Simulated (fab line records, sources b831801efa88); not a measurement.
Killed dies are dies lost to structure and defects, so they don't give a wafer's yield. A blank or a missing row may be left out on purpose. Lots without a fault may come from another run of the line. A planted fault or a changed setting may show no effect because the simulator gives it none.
Tool commonality check | flow sky130 | 10 lots, 30 wafers sampled

WHY IT WAS OPENED
At SKY_METAL2_RS_MEAS_05 the reading METAL2_ALCU_RS is flagged on 2 of 10 lots. Wafers without a fault read 0.1264 ohm/sq, standard deviation 0.0016.
Rule: a lot is flagged when every wafer of it that has a number lies more than 4 standard deviations from that mean, or none has a number. The other lots count as sound.

lot  | measured     | on            | METAL2_ALCU_RS (ohm/sq), wafer by wafer | flag
L658 | day 34 11:32 | film_metro-04 | 0.1257 0.1271 0.1273                    |
L663 | day 36 02:58 | film_metro-04 | 0.1277 0.1284 0.1274                    |
L666 | day 37 13:06 | film_metro-01 | 0.1250 0.1264 0.1253                    |
L668 | day 38 06:46 | film_metro-04 | 0.1268 0.1282 0.1292                    |
L669 | day 38 22:32 | film_metro-04 | 0.1259 0.1234 0.1266                    |
L671 | day 39 14:47 | film_metro-01 | 0.1276 0.1278 0.1254                    |
L673 | day 39 18:08 | film_metro-03 | 0.1259 0.1266 0.1266                    |
L674 | day 39 18:26 | film_metro-03 | 0.1852 0.1799 0.1801                    | FLAGGED
L675 | day 39 23:41 | film_metro-03 | 0.1244 0.1248 0.1247                    |
L676 | day 40 04:13 | film_metro-04 | 0.1862 0.1874 0.1835                    | FLAGGED
The numbers of the flagged lots are 0.1837 ohm/sq on average: +0.0573 ohm/sq against the usual, or +36 standard deviations.

WHICH TOOL RAN EACH LOT
The record holds 3 process steps before the reading, out of a route of 708 steps. In each cell: the tool, then ch and the chambers that the sampled wafers went through, then the start.
lot  | flag    | SKY_VIA1_STRIP_16                    | SKY_VIA1_CVD_21               | SKY_METAL2_SPUTTER_02
L658 |         | plasma_asher-04 ch 0,1, day 34 10:07 | cvd_w-02 ch 0,1, day 34 10:50 | pvd_sputter-03, day 34 11:27
L663 |         | plasma_asher-04 ch 0,1, day 36 01:34 | cvd_w-02 ch 0,1, day 36 02:14 | pvd_sputter-01, day 36 02:50
L666 |         | plasma_asher-02 ch 0,1, day 37 11:40 | cvd_w-01 ch 0,1, day 37 12:22 | pvd_sputter-04, day 37 12:59
L668 |         | plasma_asher-04 ch 0,1, day 38 05:19 | cvd_w-01 ch 0,1, day 38 06:02 | pvd_sputter-03, day 38 06:40
L669 |         | plasma_asher-01 ch 0,1, day 38 21:10 | cvd_w-02 ch 0,1, day 38 21:49 | pvd_sputter-01, day 38 22:26
L671 |         | plasma_asher-04 ch 0,1, day 39 12:42 | cvd_w-02 ch 0,1, day 39 13:52 | pvd_sputter-01, day 39 14:39
L673 |         | plasma_asher-04 ch 0,1, day 39 16:23 | cvd_w-01 ch 1, day 39 17:04   | pvd_sputter-03, day 39 18:01
L674 | FLAGGED | plasma_asher-02 ch 0, day 39 17:02   | cvd_w-02 ch 0,1, day 39 17:43 | pvd_sputter-01, day 39 18:20
L675 |         | plasma_asher-01 ch 0,1, day 39 22:03 | cvd_w-02 ch 0,1, day 39 22:42 | pvd_sputter-04, day 39 23:33
L676 | FLAGGED | plasma_asher-02 ch 0,1, day 40 02:50 | cvd_w-02 ch 0,1, day 40 03:30 | pvd_sputter-01, day 40 04:07
What these steps do:
- SKY_VIA1_STRIP_16: strips in O2/N2.
- SKY_VIA1_CVD_21: deposits W, target thk 270 nm, time 80.902 s.
- SKY_METAL2_SPUTTER_02: material AlCu, target thk 250 nm, time 13.3 s.
- SKY_METAL2_RS_MEAS_05: measures by four-point-probe.

FLAGGED OVER TOTAL, TOOL BY TOOL (the gauges that took the reading come last)
step                  | tool            | lots run | flagged | share of the flagged lots | sound lots run after its first flagged lot
SKY_VIA1_STRIP_16     | plasma_asher-01 | 2        | 0       | none                      | -
SKY_VIA1_STRIP_16     | plasma_asher-02 | 3        | 2       | all                       | 0
SKY_VIA1_STRIP_16     | plasma_asher-04 | 5        | 0       | none                      | -
SKY_VIA1_CVD_21       | cvd_w-01        | 3        | 0       | none                      | -
SKY_VIA1_CVD_21       | cvd_w-02        | 7        | 2       | all                       | 1 (L675)
SKY_METAL2_SPUTTER_02 | pvd_sputter-01  | 5        | 2       | all                       | 0
SKY_METAL2_SPUTTER_02 | pvd_sputter-03  | 3        | 0       | none                      | -
SKY_METAL2_SPUTTER_02 | pvd_sputter-04  | 2        | 0       | none                      | -
SKY_METAL2_RS_MEAS_05 | film_metro-01   | 2        | 0       | none                      | -
SKY_METAL2_RS_MEAS_05 | film_metro-03   | 3        | 1       | some                      | 1 (L675)
SKY_METAL2_RS_MEAS_05 | film_metro-04   | 5        | 1       | some                      | 0

WHAT THE TABLE ALLOWS
3 rows of the table ran every flagged lot: plasma_asher-02 at SKY_VIA1_STRIP_16, cvd_w-02 at SKY_VIA1_CVD_21, pvd_sputter-01 at SKY_METAL2_SPUTTER_02.
- plasma_asher-02 at SKY_VIA1_STRIP_16: 2 of its 3 lots flagged. Its last sound lot is L666 (day 37 11:40), its first flagged lot L674 (day 39 17:02): a fault that began between those two fits.
- cvd_w-02 at SKY_VIA1_CVD_21: 2 of its 7 lots flagged. Sound lots ran on it after the first flagged one (L675), which a lasting fault on the whole tool wouldn't allow.
- pvd_sputter-01 at SKY_METAL2_SPUTTER_02: 2 of its 5 lots flagged. Its last sound lot is L671 (day 39 14:39), its first flagged lot L674 (day 39 18:20): a fault that began between those two fits.
Counting lots can't tell these 2 tools apart, because each fits a fault that began at some hour. More lots, or a look at what each step does to the wafer, might.

WHAT THE SIMULATOR HAD PUT IN
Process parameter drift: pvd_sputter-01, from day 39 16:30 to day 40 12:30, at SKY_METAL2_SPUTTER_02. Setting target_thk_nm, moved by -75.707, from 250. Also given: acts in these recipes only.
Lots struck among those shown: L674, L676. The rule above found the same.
